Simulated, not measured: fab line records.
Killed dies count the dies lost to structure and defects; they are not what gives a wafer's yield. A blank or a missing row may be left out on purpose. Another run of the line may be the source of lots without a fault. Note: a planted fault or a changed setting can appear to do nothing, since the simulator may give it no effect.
Which of the tools did it? | flow gf180mcu | 12 lots, 36 wafers sampled, at 3 steps of a route of 602

WHAT THE GAUGES READ, wafer by wafer
GF_V3_RS_MEAS_24: measures by four-point-probe.
lot  | measured     | on            | V3_W_RS (ohm/sq)
L398 | day 22 14:14 | film metro-04 | 0.325 0.328 0.329
L399 | day 22 15:42 | film metro-03 | 0.327 0.331 0.328
L400 | day 23 09:42 | film metro-04 | 0.326 0.330 0.326
L403 | day 24 05:51 | film metro-04 | 0.330 0.333 0.335
L406 | day 25 03:20 | film metro-02 | 0.330 0.329 0.330
L408 | day 26 02:57 | film metro-04 | 0.327 0.329 0.330
L411 | day 27 02:25 | film metro-03 | 0.325 0.322 0.327
L415 | day 28 02:07 | film metro-04 | 0.328 0.327 0.327
L417 | day 28 14:35 | film metro-04 | 0.331 0.330 0.329
L418 | day 29 03:14 | film metro-04 | 0.328 0.325 0.326
L420 | day 29 12:17 | film metro-04 | 0.329 0.325 0.327
L421 | day 29 22:20 | film metro-04 | 0.327 0.326 0.331

GF_M4_RS_MEAS_05: measures by four-point-probe.
lot  | measured     | on            | M4_ALCU_RS (ohm/sq)
L398 | day 22 14:56 | film metro-02 | 0.0692 0.0691 0.0690
L399 | day 22 16:24 | film metro-01 | 0.0687 0.0686 0.0690
L400 | day 23 10:24 | film metro-04 | 0.0704 0.0709 0.0706
L403 | day 24 06:33 | film metro-04 | 0.0696 0.0691 0.0690
L406 | day 25 04:02 | film metro-02 | 0.0706 0.0706 0.0699
L408 | day 26 03:39 | film metro-01 | 0.0690 0.0701 0.0694
L411 | day 27 03:07 | film metro-04 | 0.0701 0.0701 0.0702
L415 | day 28 02:49 | film metro-01 | 0.0688 0.0692 0.0696
L417 | day 28 15:17 | film metro-02 | 0.0687 0.0692 0.0692
L418 | day 29 03:56 | film metro-04 | 0.0689 0.0694 0.0695
L420 | day 29 12:59 | film metro-02 | 0.0693 0.0690 0.0693
L421 | day 29 23:02 | film metro-04 | 0.0691 0.0699 0.0696

EACH LOT AND THE TOOL THAT RAN IT (in order: tool; ch and the chambers of the sampled wafers; start)
lot  | GF_M3_METAL_ETCH_16
L398 | rie metal-01 ch 0, day 21 12:35
L399 | rie metal-03 ch 0, day 21 13:37
L400 | rie metal-02 ch 0,1, day 22 08:07
L403 | rie metal-02 ch 0,1, day 23 05:14
L406 | rie metal-02 ch 0,1, day 24 03:08
L408 | rie metal-03 ch 0,1, day 25 03:50
L411 | rie metal-02 ch 0,1, day 26 03:21
L415 | rie metal-01 ch 0,1, day 27 03:46
L417 | rie metal-01 ch 0, day 27 16:05
L418 | rie metal-02 ch 0,1, day 28 05:28
L420 | rie metal-02 ch 0,1, day 28 14:21
L421 | rie metal-01 ch 0,1, day 29 00:43
- GF_M3_METAL_ETCH_16: etches the open film in Cl2/BCl3, stops on SiO2, target depth 750.8 nm, time 125.1 s.

AS READ BY THE TOOLS THEMSELVES (means over the sampled wafers that have a number; for cases with no such wafer, the mark the record gives instead)
GF_M3_METAL_ETCH_16.
lot  | tool         | drypump motor current A (A) | oes product au (a.u.) | throttle valve pct (%)
L398 | rie metal-01 | 5.8                         | 0.991                 | 28.223
L399 | rie metal-03 | 5.3                         | 1.000                 | 28.226
L400 | rie metal-02 | 5.3                         | 0.990                 | 28.228
L403 | rie metal-02 | 5.3                         | 0.994                 | 28.222
L406 | rie metal-02 | 5.7                         | 0.988                 | 28.231
L408 | rie metal-03 | 5.5                         | 0.991                 | 28.233
L411 | rie metal-02 | 5.7                         | 0.985                 | 28.228
L415 | rie metal-01 | 5.9                         | 0.993                 | 28.220
L417 | rie metal-01 | 5.8                         | 0.986                 | 28.231
L418 | rie metal-02 | 5.3                         | 0.993                 | 28.233
L420 | rie metal-02 | 5.7                         | 0.990                 | 28.231
L421 | rie metal-01 | 5.9                         | 0.989                 | 28.232

THE ANSWER, worked out from the rows above alone
Rule: usual is defined by the lots themselves. Put in order of their means at a reading, lots are off if they are a third of the lots or fewer, leave a main group of 4 or more, and stand apart from it by a gap of 3 or more times the standard deviation of the main group's means; of several such gaps the widest counts. A main group whose means are all the same, to the digits that the tables above print for the reading, isn't used. A lot without any number at a reading at which 4 lots or more have one is off too. Any other lot the step has rows for is counted as sound. First the gauges in route order, then the tools' own readings, where a lot's mean is used as printed above. The first step at which some lot is off is used, and at that step the reading that is off furthest; a lot without a number counts as furthest.
No lot is off on any of the readings shown, so nothing can be concluded from this.

WHAT THE SIMULATOR HAD PUT IN
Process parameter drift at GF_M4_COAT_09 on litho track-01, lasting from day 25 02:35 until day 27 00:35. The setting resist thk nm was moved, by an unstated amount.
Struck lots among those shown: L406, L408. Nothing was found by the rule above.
